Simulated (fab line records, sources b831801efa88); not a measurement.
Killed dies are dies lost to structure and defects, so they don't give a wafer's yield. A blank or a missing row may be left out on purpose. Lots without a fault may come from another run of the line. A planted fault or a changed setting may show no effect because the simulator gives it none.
Which tool did it? | flow gf180mcu | 14 lots, 42 wafers sampled, at 5 steps of a route of 602

WHAT THE GAUGES READ, wafer by wafer
GF_V4_RS_MEAS_24: measures by four-point-probe. Usual: V4_W_RS 0.328 ohm/sq, standard deviation 0.0043.
lot  | measured     | on            | V4_W_RS (ohm/sq)  | flag
L509 | day 24 10:13 | film_metro-02 | 0.327 0.332 0.327 |
L510 | day 24 21:30 | film_metro-04 | 0.328 0.329 0.325 |
L511 | day 25 04:41 | film_metro-02 | 0.327 0.330 0.329 |
L513 | day 25 18:47 | film_metro-02 | 0.318 0.321 0.323 |
L514 | day 25 21:56 | film_metro-04 | 0.330 0.331 0.333 |
L515 | day 26 12:18 | film_metro-02 | 0.327 0.326 0.321 |
L516 | day 26 18:41 | film_metro-04 | 0.333 0.330 0.333 |
L518 | day 27 12:35 | film_metro-02 | 0.323 0.330 0.323 |
L523 | day 29 04:34 | film_metro-04 | 0.326 0.324 0.324 |
L525 | day 29 13:58 | film_metro-02 | 0.330 0.322 0.325 |
L528 | day 30 07:21 | film_metro-02 | 0.330 0.325 0.331 |
L530 | day 30 23:02 | film_metro-02 | 0.326 0.327 0.327 |
L531 | day 31 05:14 | film_metro-02 | 0.330 0.326 0.327 |
L532 | day 31 13:27 | film_metro-02 | 0.328 0.324 0.331 |

GF_MIM_THK_MEAS_11: measures by xrf. Usual: MIM_ALCU_THK 197.7 nm, standard deviation 2.5.
lot  | measured     | on            | MIM_ALCU_THK (nm) | flag
L509 | day 24 11:13 | film_metro-01 | 199.2 197.3 196.6 |
L510 | day 24 22:31 | film_metro-03 | 200.0 198.5 200.4 |
L511 | day 25 05:41 | film_metro-03 | 192.1 193.2 191.8 |
L513 | day 25 19:48 | film_metro-01 | 197.4 201.7 199.5 |
L514 | day 25 22:56 | film_metro-02 | 197.1 192.2 190.3 |
L515 | day 26 13:19 | film_metro-03 | 198.5 194.0 196.9 |
L516 | day 26 19:41 | film_metro-01 | 196.5 200.5 196.6 |
L518 | day 27 13:35 | film_metro-02 | 194.9 197.5 195.1 |
L523 | day 29 05:35 | film_metro-03 | 195.6 195.8 195.4 |
L525 | day 29 14:58 | film_metro-01 | 197.1 195.9 196.3 |
L528 | day 30 08:22 | film_metro-03 | 199.3 201.3 200.4 |
L530 | day 31 00:17 | film_metro-01 | 201.1 200.8 205.2 |
L531 | day 31 06:14 | film_metro-02 | 198.5 195.8 198.0 |
L532 | day 31 14:37 | film_metro-02 | 197.3 196.3 195.1 |

GF_V5_THK_MEAS_01. Usual: V5_CVD_00_THK 301 nm, standard deviation 3.5.
lot  | measured     | on            | V5_CVD_00_THK (nm) | flag
L509 | day 26 06:12 | film_metro-01 | 310 304 299        |
L510 | day 26 17:29 | film_metro-04 | 305 302 302        |
L511 | day 26 23:44 | film_metro-01 | 302 299 305        |
L513 | day 27 13:34 | film_metro-03 | 300 301 300        |
L514 | day 27 16:41 | film_metro-01 | 304 300 303        |
L515 | day 28 06:44 | film_metro-01 | 297 305 305        |
L516 | day 28 12:16 | film_metro-01 | 299 302 303        |
L518 | day 29 06:28 | film_metro-01 | 305 302 308        |
L523 | day 30 19:33 | film_metro-03 | 302 299 299        |
L525 | day 31 03:47 | film_metro-01 | 301 302 300        |
L528 | day 31 21:56 | film_metro-04 | 303 304 299        |
L530 | day 32 12:01 | film_metro-03 | 301 298 297        |
L531 | day 32 17:50 | film_metro-04 | 299 304 297        |
L532 | day 33 01:06 | film_metro-01 | 307 302 296        |

WHICH TOOL RAN EACH LOT (tool, then ch and the chambers of the sampled wafers, then the start)
lot  | GF_M5_METAL_ETCH_10               | GF_M5_STRIP_11
L509 | rie_metal-01 ch 1, day 26 05:25   | plasma_asher-04 ch 0,1, day 26 05:36
L510 | rie_metal-02 ch 0,1, day 26 16:47 | plasma_asher-02 ch 0,1, day 26 16:53
L511 | rie_metal-02 ch 0,1, day 26 22:59 | plasma_asher-03 ch 0,1, day 26 23:05
L513 | rie_metal-02 ch 0,1, day 27 12:53 | plasma_asher-02 ch 1, day 27 12:59
L514 | rie_metal-03 ch 1, day 27 15:54   | plasma_asher-04 ch 0,1, day 27 16:05
L515 | rie_metal-03 ch 0,1, day 28 06:03 | plasma_asher-04 ch 0,1, day 28 06:10
L516 | rie_metal-03 ch 0, day 28 11:04   | plasma_asher-03 ch 0,1, day 28 11:17
L518 | rie_metal-02 ch 0,1, day 29 05:47 | plasma_asher-03 ch 0,1, day 29 05:54
L523 | rie_metal-01 ch 0,1, day 30 18:48 | plasma_asher-04 ch 0,1, day 30 18:57
L525 | rie_metal-01 ch 0,1, day 31 03:07 | plasma_asher-03 ch 0,1, day 31 03:13
L528 | rie_metal-02 ch 0, day 31 21:05   | plasma_asher-02 ch 0,1, day 31 21:17
L530 | rie_metal-03 ch 0,1, day 32 11:19 | plasma_asher-04 ch 0,1, day 32 11:26
L531 | rie_metal-02 ch 0, day 32 17:00   | plasma_asher-02 ch 1, day 32 17:14
L532 | rie_metal-02 ch 0, day 33 00:19   | plasma_asher-02 ch 0,1, day 33 00:30
- GF_M5_METAL_ETCH_10: etches the open film in Cl2/BCl3, stops on SiO2, target depth 627.5 nm, time 104.6 s.
- GF_M5_STRIP_11: strips in O2/N2.

WHAT THE TOOLS THEMSELVES READ (means of the sampled wafers that have a number; where no wafer has one, the mark that the record gives instead)
GF_M5_METAL_ETCH_10. Usual: drypump_motor_current_A 5.7 A, standard deviation 0.39; oes_product_au 0.971 a.u., standard deviation 0.007; rf_fwd_power_W 794 W, standard deviation 3.5; throttle_valve_pct 28.252 %, standard deviation 0.011.
lot  | tool         | drypump_motor_current_A (A) | oes_product_au (a.u.) | rf_fwd_power_W (W) | throttle_valve_pct (%) | flag
L509 | rie_metal-01 | 5.0                         | 0.978                 | 791                | 28.243                 |
L510 | rie_metal-02 | 5.9                         | 0.975                 | 795                | 28.248                 |
L511 | rie_metal-02 | 5.9                         | 0.964                 | 799                | 28.262                 |
L513 | rie_metal-02 | 5.9                         | 0.974                 | 797                | 28.248                 |
L514 | rie_metal-03 | 5.8                         | 0.968                 | 793                | 28.259                 |
L515 | rie_metal-03 | 5.7                         | 0.971                 | 794                | 28.257                 |
L516 | rie_metal-03 | 5.7                         | 0.974                 | 788                | 28.250                 |
L518 | rie_metal-02 | 6.0                         | 0.980                 | 794                | 28.246                 |
L523 | rie_metal-01 | 5.4                         | 0.956                 | 750                | 28.275                 | OFF
L525 | rie_metal-01 | 5.4                         | 0.948                 | 747                | 28.274                 | OFF
L528 | rie_metal-02 | 5.7                         | 0.974                 | 795                | 28.258                 |
L530 | rie_metal-03 | 5.7                         | 0.959                 | 791                | 28.257                 |
L531 | rie_metal-02 | 5.7                         | 0.980                 | 798                | 28.236                 |
L532 | rie_metal-02 | 5.7                         | 0.972                 | 799                | 28.251                 |

GF_M5_STRIP_11. Usual: drypump_motor_current_A 5.5 A, standard deviation 0.44; heater_power_w 321 W, standard deviation 12; n2_flow_sccm 299.9 sccm, standard deviation 0.91; o2_flow_sccm 3000 sccm, standard deviation 9.8; oes_product_au 0.543 a.u., standard deviation 0.0047; strip_time_to_endpoint_s 7.54 s, standard deviation 0.042.
lot  | tool            | drypump_motor_current_A (A) | heater_power_w (W) | n2_flow_sccm (sccm) | o2_flow_sccm (sccm) | oes_product_au (a.u.) | strip_time_to_endpoint_s (s) | flag
L509 | plasma_asher-04 | 5.3                         | 319                | 300.4               | 3001                | 0.542                 | 7.54                         |
L510 | plasma_asher-02 | 5.8                         | 318                | 299.1               | 3003                | 0.546                 | 7.56                         |
L511 | plasma_asher-03 | 5.7                         | 333                | 299.6               | 3009                | 0.544                 | 7.58                         |
L513 | plasma_asher-02 | 6.0                         | 315                | 301.4               | 2996                | 0.548                 | 7.58                         |
L514 | plasma_asher-04 | 5.3                         | 313                | 299.5               | 3003                | 0.542                 | 7.53                         |
L515 | plasma_asher-04 | 5.0                         | 317                | 300.1               | 2995                | 0.545                 | 7.54                         |
L516 | plasma_asher-03 | 5.7                         | 339                | 300.6               | 2999                | 0.539                 | 7.56                         |
L518 | plasma_asher-03 | 5.7                         | 344                | 300.7               | 2998                | 0.537                 | 7.51                         |
L523 | plasma_asher-04 | 5.0                         | 312                | 300.1               | 3013                | 0.543                 | 7.65                         |
L525 | plasma_asher-03 | 5.7                         | 338                | 299.9               | 2997                | 0.548                 | 7.66                         |
L528 | plasma_asher-02 | 5.8                         | 318                | 300.3               | 2997                | 0.546                 | 7.51                         |
L530 | plasma_asher-04 | 5.3                         | 311                | 300.5               | 2998                | 0.544                 | 7.53                         |
L531 | plasma_asher-02 | 6.0                         | 312                | 300.4               | 2991                | 0.546                 | 7.52                         |
L532 | plasma_asher-02 | 5.6                         | 319                | 299.9               | 3013                | 0.543                 | 7.54                         |

THE ANSWER, worked out from the rows above alone
Rule: a lot is off if the mean of its wafers that have a number lies more than 3 standard deviations from the usual mean. A lot without any number at a reading at which 4 lots or more have one is off too. The other lots that the step has rows for count as sound. The gauges are gone through in route order, then the tools' own readings, and for those a lot's mean is taken as printed above. The first step at which some lot is off is used, and at that step the reading that is off furthest; a lot without a number counts as furthest.
Off: L523, L525, at GF_M5_METAL_ETCH_10 (rf_fwd_power_W).
A tool fits if, at that step or a process step before it, it ran every lot that is off, and no sound lot after the first of them. One fits: rie_metal-01 at GF_M5_METAL_ETCH_10. Its last sound lot is L509 (day 26 05:25), its first lot that is off L523 (day 30 18:48): a fault that began between those two fits.
The tool's own readings at GF_M5_METAL_ETCH_10 bear it out: on the lots that are off they differ by more than 5 times the standard deviation of the sound lots' means. rf_fwd_power_W reads 748 W there against 794 W on the sound lots.

WHAT THE SIMULATOR HAD PUT IN
Process parameter drift: rie_metal-01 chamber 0, from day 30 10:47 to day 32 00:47, at GF_M5_METAL_ETCH_10. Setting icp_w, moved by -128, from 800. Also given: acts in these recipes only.
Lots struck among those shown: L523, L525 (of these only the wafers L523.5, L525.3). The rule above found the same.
